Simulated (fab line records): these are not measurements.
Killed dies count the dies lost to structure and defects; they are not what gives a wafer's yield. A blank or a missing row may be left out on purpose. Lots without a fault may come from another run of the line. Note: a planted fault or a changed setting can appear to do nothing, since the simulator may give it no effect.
8D (eight disciplines) problem report, filled in by code | flow gf180mcu | the parts of the form that need people (team, actions taken, sign-off) are left out

== 1. THE PROBLEM ==
Mean of cathode dc power W at GF_TOP_METAL_SPUTTER_01: 6710.1 W across 2 wafers in 2 lots; on wafers with no fault it is 6499.9 W (standard deviation 1.1). So: +99 or more standard deviations from the usual mean.
The step: material TiN, target thk 30 nm, time 25 s.
First seen on wafer L838.1, day 31 17:47, on pvd sputter-02. Wafers with a number at this step in the record: 36, from 12 lots. Rule for "out", or "out of limits": more than 4 standard deviations from the usual mean. All remaining wafers that have a number are taken as sound.

== 2. WHAT THIS IS AND IS NOT ==
question                    | is                 | is not
which readings at this step | cathode dc power W | throttle valve pct
which lots                  | L838, L840         | L824, L825, L826, L827, L828, L829, L830, L845, L846, L847
which wafers of those lots  | L838.1, L840.2     | L838.4, L838.6, L840.3, L840.4
read on which tools         | pvd sputter-02     | pvd sputter-01, pvd sputter-03
when                        | from day 31 17:47  | up to then (23 sound wafers); but 11 sound wafers of L840, L845, L846, L847 came after

== 3. WHAT RULES OUT EACH SUSPECT ==
Counting: if a tool at a process step up to the reading ran every lot that is out, it stays a suspect. Sound lots after the first of them don't rule it out here, since some wafers of a struck lot are sound.
- pvd sputter-02 at GF_TOP_METAL_SPUTTER_01 (material TiN, target thk 30 nm, time 25 s): kept. It processed each lot that is out (first: L838, day 31 17:47); up to then, its last sound lot is L826 (day 28 02:24). Its own cathode dc power W readings are out on those wafers.
Left after counting: pvd sputter-02 at GF_TOP_METAL_SPUTTER_01.

== 4. THE CAUSE (what the simulator had put in) ==
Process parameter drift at GF_TOP_METAL_SPUTTER_01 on pvd sputter-02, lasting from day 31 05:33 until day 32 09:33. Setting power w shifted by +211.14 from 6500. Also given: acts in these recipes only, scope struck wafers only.
Counting left only this tool.

== 5. THE EFFECT CHAIN, in route order ==
One row per reading whose mean, taken over the struck wafers that have a number, lies over 3 standard deviations from the usual. Readings are gone through only where the record gives a usual standard deviation; hours: the median, over the lots, of the time from a lot's start at the first step in this table giving one to that lot's start at this step; sigmas: the change measured in usual standard deviations.
hours | step                    | reading            | usual    | on struck wafers | change | sigmas
0     | GF_TOP_METAL_SPUTTER_01 | cathode dc power W | 6499.9 W | 6710.1           | +210.2 | +99 or more
Its process steps:
- GF_TOP_METAL_SPUTTER_01: material TiN, target thk 30 nm, time 25 s.

== 6. HOW IT WOULD HAVE BEEN CAUGHT EARLIER ==
The fault began at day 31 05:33; the first out-of-limits reading in this record came at day 31 17:47, 12 hours later.
